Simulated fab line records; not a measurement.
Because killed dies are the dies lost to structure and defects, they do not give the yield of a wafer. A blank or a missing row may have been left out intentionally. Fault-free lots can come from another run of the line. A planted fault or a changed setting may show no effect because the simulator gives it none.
fab line records | flow sky130
record lots=5 | wafers=15 | last-day=50
route steps=708 shown FIELD_ISO@16 PAD_OPEN@708
lots that met no fault: taken from a fault-free run of the same line
start-h: start of the lot's first displayed wafer, in hours after the record's first day | wait-h: hours since the lot's step before | " identical to the entry in the row above | L1.1+2: a row that stands for several wafers | - no value, or no start given | * or withheld: withheld | < > ~ a bound
route shown NAME@n: names a module that has steps shown in the file, with the first one's number in the route | usual: average and standard deviation across the fault-free wafers | same: alike in all rows | chamber/n: place in a boat | sites: per-site readings | _std_site: the values' standard deviation | _edge_site: inner sites' mean taken away from outer sites' mean | radius-mm: how far each site lies from the wafer's centre | mask NAME#n: copy n | behind: the most recent tool/chamber to have shaped the wafer | hold: reason for holding the lot/hours on hold/outcome of the hold | device: the n, p or np transistor that did not switch | end of line: the same wafers' tests at the end of the route | for a step that has no rows: nothing shown but its recipe | killed: the dies lost at the first sort to structure and to defects; this is not the yield of the wafer | map: a wafer's dies, marking killed ones x, the rest . and places with no die _
set.NAME: setting as actually run; set.NAME@STEP: the setting as run at that earlier step | model.NAME: the simulator's own value behind a step, which no gauge read
certain route steps with their lots: each step a table, each wafer a row
services: a tool's chamber out of use, with start hour (start-h, from the record's first day; less than 0 if before it), hours out, and reason
## steps
# step SKY_FIELD_ISO_ETCH_15
# recipe chemistry=CHF3/O2 | target-depth-nm=180 | stop-on=Si | source-w=600 | bias-w=200 | pressure-mtorr=40 | chf3-flow-sccm=50 | O2_flow_sccm=5 | time-s=72
# usual chf3-flow-sccm=50.02/0.15 | drypump-motor-current-A=5.7/0.64 | oes-product-au=0.945/0.0069 | throttle-valve-pct=8.843/0.0094
lot.wafer | tool        | chamber | start-h | wait-h | chf3-flow-sccm | drypump-motor-current-A | oes-product-au | rf-hours-counter-h | throttle-valve-pct
L277.1    | rie-diel-02 | 0       | 28.98   | 0.0    | 50.19          | 6.1                     | 0.932          | 5                  | 8.837
L277.3    | "           | 3       | "       | "      | 50.03          | 6.2                     | 0.946          | 17                 | 8.852
L277.4    | "           | 1       | "       | "      | 49.96          | 5.2                     | 0.948          | 89                 | 8.839
L280.1    | rie-diel-03 | 2       | 47.08   | 0.0    | 49.99          | 6.7                     | 0.949          | 148                | 8.860
L280.4    | "           | 3       | "       | "      | 50.13          | 4.9                     | 0.949          | 61                 | 8.854
L280.5    | "           | 0       | "       | "      | 50.05          | 4.9                     | 0.951          | -                  | 8.845
L291.3    | rie-diel-02 | 1       | 100.41  | 0.0    | 49.91          | 5.2                     | 0.948          | 90                 | 8.850
L291.4    | "           | 2       | "       | "      | 49.92          | 5.4                     | 0.948          | 17                 | 8.852
L291.6    | "           | 0       | "       | "      | 50.16          | 6.1                     | 0.931          | -                  | 8.845
L293.3    | rie-diel-02 | 3       | 111.19  | 0.0    | 50.07          | 6.2                     | 0.936          | 18                 | 8.831
L293.5    | "           | 1       | "       | "      | 50.37          | 5.2                     | 0.947          | -                  | 8.848
L293.6    | "           | 2       | "       | "      | 50.05          | 5.4                     | 0.949          | -                  | 8.861
L299.1    | rie-diel-04 | 0       | 143.44  | 0.0    | 49.90          | 6.3                     | 0.949          | 3                  | 8.839
L299.3    | "           | 1       | "       | "      | 50.11          | 5.6                     | 0.944          | 105                | 8.828
L299.6    | "           | 0       | "       | "      | 49.97          | 6.3                     | 0.946          | -                  | 8.849
# step SKY_FIELD_ISO_STRIP_16
# recipe chemistry=O2/N2 | power-w=1400 | pressure-mtorr=1500 | platen-temp-c=withheld | o2-flow-sccm=3000 | n2-flow-sccm=300 | overash-fraction=0.5
# usual drypump-motor-current-A=5.61/0.25 | oes-product-au=0.379/0.0053 | strip-time-to-endpoint-s=3.57/0.036
lot.wafer | tool            | chamber | start-h | wait-h | drypump-motor-current-A | oes-product-au | rf-hours-counter-h | strip-time-to-endpoint-s
L277.1    | plasma-asher-01 | 0       | 29.03   | 0.0    | 5.55                    | 0.374          | 37                 | 3.58
L277.3    | "               | 0       | "       | "      | 5.55                    | 0.384          | -                  | 3.54
L277.4    | "               | 1       | "       | "      | 6.05                    | 0.384          | -                  | 3.59
L280.1    | plasma-asher-01 | 0       | 47.13   | 0.0    | 5.53                    | 0.375          | 39                 | 3.53
L280.4    | "               | 0       | "       | "      | 5.54                    | 0.381          | -                  | 3.60
L280.5    | "               | 1       | "       | "      | 6.00                    | 0.384          | -                  | 3.58
L291.3    | plasma-asher-01 | 0       | 100.50  | 0.1    | 5.54                    | 0.379          | -                  | 3.55
L291.4    | "               | 1       | "       | "      | 6.05                    | 0.380          | -                  | 3.53
L291.6    | "               | 1       | "       | "      | 6.00                    | 0.378          | -                  | 3.59
L293.3    | plasma-asher-04 | 0       | 111.28  | 0.1    | 5.75                    | 0.381          | -                  | 3.54
L293.5    | "               | 1       | "       | "      | 5.25                    | 0.375          | -                  | 3.57
L293.6    | "               | 0       | "       | "      | 5.71                    | 0.377          | -                  | 3.55
L299.1    | plasma-asher-04 | 1       | 143.50  | 0.0    | 5.25                    | 0.384          | 45                 | 3.57
L299.3    | "               | 0       | "       | "      | 5.72                    | 0.382          | -                  | 3.62
L299.6    | "               | 1       | "       | "      | 5.25                    | 0.380          | -                  | 3.58
# step SKY_FIELD_ISO_ETCH_17
# recipe target-depth-a=3420 | mask-material=Si3N4 | chemistry=HBr/Cl2/O2 | target=Si | taper-deg=5 | icp-w=600 | bias-w=150 | pressure-mtorr=15 | HBr_flow_sccm=150 | Cl2_flow_sccm=40 | O2_flow_sccm=6 | time-s=97.7
# usual HBr_flow_sccm=150.0/0.46 | drypump-motor-current-A=5.4/0.4 | oes-product-au=1.007/0.011 | throttle-valve-pct=25.651/0.011
lot.wafer | tool      | chamber | start-h | wait-h | HBr_flow_sccm | drypump-motor-current-A | oes-product-au | rf-hours-counter-h | throttle-valve-pct
L277.1    | rie-si-02 | 2       | 29.13   | 0.1    | 150.3         | 5.3                     | 1.014          | 149                | 25.662
L277.3    | "         | 0       | "       | "      | 150.3         | 5.7                     | 1.007          | 99                 | 25.652
L277.4    | "         | 1       | "       | "      | 149.7         | 5.4                     | 1.016          | 72                 | 25.652
L280.1    | rie-si-02 | 0       | 47.23   | 0.1    | 149.0         | 5.7                     | 1.018          | 99                 | 25.647
L280.4    | "         | 3       | "       | "      | 150.5         | 5.2                     | 0.996          | 79                 | 25.671
L280.5    | "         | 1       | "       | "      | 150.0         | 5.4                     | 1.020          | -                  | 25.652
L291.3    | rie-si-02 | 0       | 100.57  | 0.0    | 150.4         | 5.7                     | 1.013          | 100                | 25.640
L291.4    | "         | 0       | "       | "      | 150.1         | 5.7                     | 1.014          | -                  | 25.661
L291.6    | "         | 1       | "       | "      | 150.1         | 5.4                     | 1.000          | -                  | 25.647
L293.3    | rie-si-01 | 3       | 111.35  | 0.0    | 149.8         | 6.3                     | 1.008          | 128                | 25.648
L293.5    | "         | 0       | "       | "      | 150.0         | 5.4                     | 1.007          | -                  | 25.630
L293.6    | "         | 1       | "       | "      | 149.7         | 4.9                     | 1.003          | -                  | 25.650
L299.1    | rie-si-02 | 2       | 143.60  | 0.1    | 149.9         | 5.3                     | 1.009          | 0                  | 25.657
L299.3    | "         | 0       | "       | "      | 150.0         | 5.7                     | 1.009          | 100                | 25.644
L299.6    | "         | 0       | "       | "      | 150.5         | 5.7                     | 1.009          | -                  | 25.656
# step SKY_FIELD_ISO_WET_ETCH_18
# recipe chemistry=H3PO4 | target-depth-nm=25 | temp-c=160 | target=Si3N4 | time-s=286
# step SKY_FIELD_ISO_CLEAN_19
# recipe chemistry=SC1/SC2 | mix=1:4:20 | temp-c=70 | time-s=150
# step SKY_FIELD_ISO_CLEAN_20
# recipe chemistry=dHF | time-s=20 | dilution=100:1
# step SKY_FIELD_ISO_WET_ETCH_21
# recipe chemistry=dHF | dilution=100:1 | target-depth-nm=20 | dry=ipa-marangoni | target=SiO2 | temp-c=25 | time-s=400
# step SKY_FIELD_ISO_OXIDATION_22
# recipe temp-c=950 | ambient=O2 | stabilise-s=600 | purge-s=300 | target-thk-a=100 | ox-time-s=623
# step SKY_FIELD_ISO_THK_MEAS_23
# recipe reads=SiO2_of_FIELD_ISO_OXIDATION_22
# usual FIELD_ISO_OXIDATION_01_THK=9.98/0.15
lot.wafer | tool          | chamber | start-h | wait-h | FIELD_ISO_OXIDATION_01_THK[nm]
L277.1    | film-metro-03 | -       | 31.35   | 0.0    | 10.02
L277.3    | "             | -       | "       | "      | 9.96
L277.4    | "             | -       | "       | "      | 9.98
L280.1    | film-metro-02 | -       | 49.42   | 0.0    | 10.05
L280.4    | "             | -       | "       | "      | 10.01
L280.5    | "             | -       | "       | "      | 10.08
L291.3    | film-metro-01 | -       | 103.44  | 0.0    | 9.98
L291.4    | "             | -       | "       | "      | 9.96
L291.6    | "             | -       | "       | "      | 9.97
L293.3    | film-metro-03 | -       | 113.37  | 0.0    | 9.78
L293.5    | "             | -       | "       | "      | 9.81
L293.6    | "             | -       | "       | "      | 9.76
L299.1    | film-metro-02 | -       | 145.98  | 0.0    | 10.02
L299.3    | "             | -       | "       | "      | 9.74
L299.6    | "             | -       | "       | "      | 9.83
# step SKY_FIELD_ISO_CVD_24
# recipe material=SiO2 | target-thk-nm=595 | temp-c=650 | sigma-open-frac=0.3 | time-s=99.2 | sih4-flow-sccm=60 | pressure-mtorr=6
# step SKY_FIELD_ISO_THK_MEAS_25
# recipe reads=SiO2_of_FIELD_ISO_CVD_24
# usual FIELD_ISO_CVD_24_THK=596/6.9
lot.wafer | tool          | chamber | start-h | wait-h | FIELD_ISO_CVD_24_THK[nm]
L277.1    | film-metro-03 | -       | 31.48   | 0.0    | 586
L277.3    | "             | -       | "       | "      | 605
L277.4    | "             | -       | "       | "      | 596
L280.1    | film-metro-01 | -       | 49.55   | 0.0    | 594
L280.4    | "             | -       | "       | "      | 606
L280.5    | "             | -       | "       | "      | 599
L291.3    | film-metro-02 | -       | 103.57  | 0.1    | 619
L291.4    | "             | -       | "       | "      | 606
L291.6    | "             | -       | "       | "      | 619
L293.3    | film-metro-02 | -       | 113.50  | 0.1    | 593
L293.5    | "             | -       | "       | "      | 596
L293.6    | "             | -       | "       | "      | 590
L299.1    | film-metro-03 | -       | 146.11  | 0.0    | 593
L299.3    | "             | -       | "       | "      | 596
L299.6    | "             | -       | "       | "      | 593
# step SKY_FIELD_ISO_ANNEAL_26
# recipe temp-c=1000 | time-s=1800 | ambient=N2
# step SKY_FIELD_ISO_CMP_27
# recipe stop-on=Si3N4 | t-overpolish-s=16 | down-force-psi=4 | platen-rpm=60 | target-thk-nm=457.8 | pad-velocity-m-s=0.94248
# usual motor-current-A=12.0/1.2 | overpolish-run-s=16.001/0.0099 | time-to-endpoint-s=110/3.9
lot.wafer | tool   | chamber | start-h | wait-h | motor-current-A | overpolish-run-s | time-to-endpoint-s
L277.3    | cmp-01 | 1       | 34.07   | 0.0    | 12.2            | 16.008           | 111
L277.1    | "      | 2       | "       | "      | 11.8            | 15.964           | 110
L277.4    | "      | 0       | "       | "      | 14.5            | 16.014           | 113
L280.1    | cmp-01 | 1       | 51.11   | 0.0    | 11.8            | 16.002           | 109
L280.4    | "      | 2       | "       | "      | 11.8            | 15.987           | 118
L280.5    | "      | 1       | "       | "      | 12.4            | 16.008           | 106
L291.4    | cmp-02 | 1       | 106.45  | 0.0    | 10.6            | 15.988           | 117
L291.3    | "      | 2       | "       | "      | 11.9            | 15.988           | 116
L291.6    | "      | 1       | "       | "      | 10.7            | 15.998           | 121
L293.3    | cmp-01 | 2       | 115.04  | 0.0    | 12.4            | 16.008           | 221
L293.5    | "      | 2       | "       | "      | 11.3            | 15.995           | 219
L293.6    | "      | 3       | "       | "      | 12.2            | 16.003           | 112
L299.1    | cmp-02 | 0       | 149.04  | 0.1    | 11.6            | 16.001           | 107
L299.3    | "      | 1       | "       | "      | 10.9            | 16.001           | 117
L299.6    | "      | 3       | "       | "      | 11.1            | 16.001           | 110
# step SKY_FIELD_ISO_WET_ETCH_28
# recipe chemistry=dHF | target-depth-nm=23.7 | target=SiO2 | dilution=10:1 | temp-c=25 | time-s=47
# step SKY_PAD_OPEN_PROBE_99
# usual killed_at_M0_to_M3=44/6 | killed_at_M4_up=2.9/1.5 | killed-at-contacts=24/4.9 | killed-at-front-end=16/4.3 | killed-at-other=0.3/0.54 | killed-dies=87/8.7 | killed-open=48/6.7 | killed-short=39/5.9
# same gross-dies=492 | killed-at-back-side=0
lot.wafer | tool      | chamber | start-h | wait-h | killed_at_M0_to_M3 | killed_at_M4_up | killed-at-contacts | killed-at-front-end | killed-at-other | killed-dies | killed-open | killed-short
L280.1    | prober-02 | -       | 1101.93 | 0.1    | 50                 | 7               | 31                 | 24                  | 0               | 112         | 64          | 48
L280.4    | prober-02 | -       | 1102.08 | 0.2    | 43                 | 1               | 31                 | 7                   | 0               | 82          | 37          | 45
L280.5    | prober-02 | -       | 1102.13 | 0.2    | 49                 | 3               | 23                 | 13                  | 1               | 89          | 42          | 46
L291.3    | prober-02 | -       | 1153.92 | 0.2    | 43                 | 2               | 27                 | 18                  | 0               | 90          | 55          | 34
L291.4    | prober-02 | -       | 1153.97 | 0.2    | 38                 | 7               | 34                 | 19                  | 0               | 98          | 56          | 42
L291.6    | prober-02 | -       | 1154.07 | 0.2    | 49                 | 2               | 18                 | 18                  | 1               | 88          | 47          | 40
L293.3    | prober-02 | -       | 1165.47 | 0.2    | 41                 | 2               | 26                 | 14                  | 1               | 84          | 50          | 34
L293.5    | prober-02 | -       | 1165.57 | 0.2    | 54                 | 3               | 25                 | 10                  | 1               | 93          | 43          | 50
L293.6    | prober-02 | -       | 1165.62 | 0.2    | 46                 | 3               | 22                 | 11                  | 0               | 82          | 47          | 35
# killed by level:class
L280.1 LI_CONTACT:geometric-particle:open=10 FIELD_ISO:geometric-particle:short=9 VIA1:geometric-particle:open=9 CONTACT:geometric-particle:open=9 VIA3:geometric-particle:open=9 VIA2:geometric-particle:open=8 METAL1:geometric-particle:short=7 FIELD_ISO:geometric-particle:open=5
L280.4 CONTACT:geometric-particle:open=13 VIA1:geometric-particle:short=7 METAL2:geometric-particle:short=7 LI_CONTACT:geometric-particle:open=6 VIA1:geometric-particle:open=6 VIA2:geometric-particle:open=6 LOCAL_INTERCONNECT:geometric-particle:short=5 CONTACT:geometric-particle:short=5
L280.5 METAL2:geometric-particle:short=10 VIA1:geometric-particle:open=10 CONTACT:geometric-particle:open=8 LI_CONTACT:geometric-particle:open=6 CONTACT:geometric-particle:short=6 VIA2:geometric-particle:open=6 VIA1:geometric-particle:short=5 METAL3:geometric-particle:short=5
L291.3 VIA3:geometric-particle:open=10 VIA1:geometric-particle:open=9 CONTACT:geometric-particle:open=8 LI_CONTACT:geometric-particle:open=7 METAL1:geometric-particle:short=6 POLY_GATE:geometric-particle:open=5 FIELD_ISO:geometric-particle:open=4 FIELD_ISO:geometric-particle:short=4
L291.4 CONTACT:geometric-particle:open=15 CONTACT:geometric-particle:short=7 METAL2:geometric-particle:short=7 VIA1:geometric-particle:open=7 POLY_GATE:geometric-particle:open=6 VIA3:geometric-particle:open=6 LOCAL_INTERCONNECT:geometric-particle:open=5 VIA2:geometric-particle:open=5
L291.6 VIA3:geometric-particle:open=7 POLY_GATE:geometric-particle:short=6 LI_CONTACT:geometric-particle:open=6 CONTACT:geometric-particle:open=6 METAL1:geometric-particle:short=6 VIA1:geometric-particle:open=6 VIA2:geometric-particle:open=6 METAL2:geometric-particle:short=5
L293.3 VIA1:geometric-particle:open=11 LI_CONTACT:geometric-particle:open=9 CONTACT:geometric-particle:open=8 VIA1:geometric-particle:short=8 VIA3:geometric-particle:open=7 FIELD_ISO:geometric-particle:open=5 CONTACT:geometric-particle:short=5 VIA3:geometric-particle:short=5
L293.5 VIA1:geometric-particle:open=9 CONTACT:geometric-particle:short=8 CONTACT:geometric-particle:open=8 METAL1:geometric-particle:short=7 METAL2:geometric-particle:short=7 METAL3:geometric-particle:short=7 VIA2:geometric-particle:open=6 VIA3:geometric-particle:open=5
L293.6 VIA1:geometric-particle:open=12 CONTACT:geometric-particle:open=7 VIA2:geometric-particle:open=7 VIA1:geometric-particle:short=7 VIA3:geometric-particle:open=7 LI_CONTACT:geometric-particle:open=6 CONTACT:geometric-particle:short=4 METAL1:geometric-particle:short=4
## services
tool            | chamber | start-h | hours | kind
cmp-02          | -       | 5.23    | 1.1   | repair
cmp-01          | -       | 5.99    | 4.2   | repair
rie-diel-02     | 2       | 18.43   | 2.8   | repair
cmp-02          | -       | 21.43   | 2.7   | repair
plasma-asher-04 | -       | 23.85   | 15.6  | pm
cmp-02          | -       | 26.45   | 0.9   | repair
cmp-01          | -       | 26.52   | 0.6   | repair
cmp-02          | -       | 29.79   | 11.2  | repair
rie-diel-02     | 1       | 32.89   | 19.4  | repair
cmp-01          | -       | 40.69   | 0.6   | repair
cmp-01          | -       | 41.31   | 5.6   | pm
rie-si-01       | 1       | 46.27   | 1.1   | repair
cmp-01          | -       | 64.00   | 4.0   | pm
rie-diel-03     | 1       | 64.20   | 8.0   | repair
cmp-02          | -       | 71.24   | 3.5   | pm
cmp-01          | -       | 75.03   | 0.4   | repair
rie-si-02       | 2       | 84.63   | -     | clean
cmp-01          | -       | 93.69   | 1.3   | repair
rie-diel-04     | 3       | 97.70   | 2.9   | repair
rie-si-02       | 3       | 103.70  | 15.0  | repair
rie-si-02       | 1       | 105.32  | 6.7   | repair
rie-diel-04     | 3       | 113.16  | 3.0   | repair
cmp-01          | -       | 119.86  | 12.8  | pm
rie-diel-04     | -       | 135.40  | 2.8   | pm
## key
first-sign step=SKY_FIELD_ISO_CMP_27 | reading=time-to-endpoint-s | direction=up | sigmas=28 | usual=* | struck=*
effect none on later readings
met-at SKY_FIELD_ISO_CMP_27
struck-wafers L293.3,L293.5
tester-left-out L293
onset-between 51.11 115.04
fault kind=process-parameter-drift | tool=cmp-01 | chamber=2 | onset-h=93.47 | steps=SKY_FIELD_ISO_CMP_27 | channel=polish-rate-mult | offset=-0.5 | shape=step | end-h=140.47
# tester-left-out: of these lots the tester's yield and bins aren't shown, on N5 and GAA mostly nor the transistor test; their killed dies are dies lost to structure and defects alone, not to doping, threshold or leakage, so they don't give the yield
